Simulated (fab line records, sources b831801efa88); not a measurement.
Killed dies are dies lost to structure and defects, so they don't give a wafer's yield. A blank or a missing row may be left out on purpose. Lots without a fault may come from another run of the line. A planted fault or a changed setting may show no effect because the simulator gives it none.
Problem report in the 8D (eight disciplines) form, filled by code | flow sky130 | the parts of the form that need people (team, actions taken, sign-off) are left out

1. THE PROBLEM
run_length_s at SKY_POLY_GATE_ETCH_16 reads a mean of 170.2 s on 6 wafers of 2 lots; wafers without a fault read 175.9 s with a standard deviation of 0.53. That is -11 standard deviations from the usual mean.
The step: etches Si3N4 in CH3F/O2, stops on poly-Si, time 147.5 s, target depth 75 nm.
First seen on wafer L936.1, day 18 13:44, on rie_diel-02. The record holds 36 wafers of 12 lots with a number at this step. Rule for "out", or "out of limits": more than 4 standard deviations from the usual mean. The other wafers with a number count as sound.

2. WHAT IT IS AND WHAT IT IS NOT
question                    | is                     | is not
which readings at this step | run_length_s           | O2_flow_sccm, drypump_motor_current_A, throttle_valve_pct
which lots                  | L936, L937             | L931, L932, L933, L946, L947, L948, L950, L952, L953, L954
which wafers of those lots  | all that have a number | -
read on which tools         | rie_diel-02            | rie_diel-01, rie_diel-03
when                        | from day 18 13:44      | up to then (9 sound wafers); but 21 sound wafers of L946, L947, L948, L950, L952, L953, L954 came after

3. SUSPECTS, AND WHAT RULES EACH OUT
Counting: a tool at a process step up to the reading stays a suspect if it ran every lot that is out and no sound lot after the first of them.
- rie_diel-02 at SKY_POLY_GATE_ETCH_16 (etches Si3N4 in CH3F/O2, stops on poly-Si, time 147.5 s, target depth 75 nm): ruled out as a lasting fault. Sound lots L946, L947, L948, L950, L952, L954 ran on it after its first lot that is out, L936 (day 18 13:44).
Left after counting: nothing in the record.

4. THE CAUSE (what the simulator had put in)
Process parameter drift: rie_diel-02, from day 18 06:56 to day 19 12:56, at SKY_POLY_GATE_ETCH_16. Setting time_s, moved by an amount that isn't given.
Counting ruled it out, wrongly.

5. THE CHAIN OF EFFECTS, in route order
Each row: a reading whose mean over the struck wafers that have a number lies more than 3 standard deviations from the usual. Only readings for which the record gives a usual standard deviation are gone through. hours: the time from each lot's start at the first step in this table that gives one to its start at this step, as a median over the lots. sigmas: the change in usual standard deviations.
hours | step                  | reading        | usual      | on struck wafers | change | sigmas
0     | SKY_POLY_GATE_ETCH_16 | oes_product_au | 0.642 a.u. | 0.664            | +0.022 | +4.2
0     | SKY_POLY_GATE_ETCH_16 | run_length_s   | 175.9 s    | 170.2            | -5.7   | -11
The process steps in it:
- SKY_POLY_GATE_ETCH_16: etches Si3N4 in CH3F/O2, stops on poly-Si, time 147.5 s, target depth 75 nm.

6. WHAT WOULD HAVE CAUGHT IT SOONER
In this record the first reading out of limits was taken at day 18 13:44, 7 hours after the fault began at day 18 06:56.
